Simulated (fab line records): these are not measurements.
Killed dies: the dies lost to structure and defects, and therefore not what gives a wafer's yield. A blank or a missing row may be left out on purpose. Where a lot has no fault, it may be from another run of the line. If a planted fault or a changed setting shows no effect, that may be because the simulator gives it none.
Matching of chambers ; flow sky130 ; rie-diel-02 running SKY_VIA3_ETCH_15: 4 sister chambers
The step etches SiO2 in C4F8/O2/Ar, stops on TiN, target depth 507 nm, time 78 s. 8 wafers are shown with their chamber, then 12 later ones without.

WAFERS, EACH WITH ITS CHAMBER
wafer;chamber;oes-product-au (a.u.)
L075.1;2;0.942
L077.5;1;0.941
L078.1;2;0.949
L078.3;1;0.941
L084.4;3;0.943
L087.1;0;0.947
L087.2;3;0.950
L087.4;0;0.948

WAFERS WITHOUT THEIR CHAMBER
wafer;oes-product-au (a.u.)
L088.2;0.941
L088.3;0.942
L088.4;0.951
L091.1;0.946
L091.5;0.941
L091.6;0.952
L094.4;0.948
L094.5;0.946
L094.6;0.942
L097.1;0.943
L097.4;0.943
L097.5;0.951

CHAMBER TAKEN BY EACH
wafer;from the rows above;in truth
L088.2;can't be placed: 1 or 2 or 3 or 0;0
L088.3;can't be placed: 1 or 2 or 3 or 0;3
L088.4;can't be placed: 0 or 3 or 2 or 1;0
L091.1;can't be placed: 2 or 3 or 0 or 1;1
L091.5;can't be placed: 1 or 2 or 3 or 0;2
L091.6;can't be placed: 0 or 3 or 2 or 1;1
L094.4;can't be placed: 0 or 3 or 2 or 1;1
L094.5;can't be placed: 2 or 3 or 0 or 1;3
L094.6;can't be placed: 1 or 2 or 3 or 0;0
L097.1;can't be placed: 1 or 2 or 3 or 0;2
L097.4;can't be placed: 1 or 2 or 3 or 0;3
L097.5;can't be placed: 0 or 3 or 2 or 1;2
Correctly placed: 0 of 12. Unplaceable from these rows: 12, with the true chamber sitting among the candidates in 12. 0 placed wrongly.
How it was worked out, from the rows above alone: a wafer's distance from a chamber is the root of the sum, over the readings, of the square of ((its reading less the chamber's mean) divided by the reading's scatter). If the next closest chamber is less than 2 further off than the closest, the wafer can't be placed; otherwise it belongs to the closest. The mean given for a chamber averages the wafers shown for that chamber. How the scatter is found: for the shown wafers, subtract from each reading the mean of its chamber, square and add these, divide the total by (wafers less chambers), then take the root.
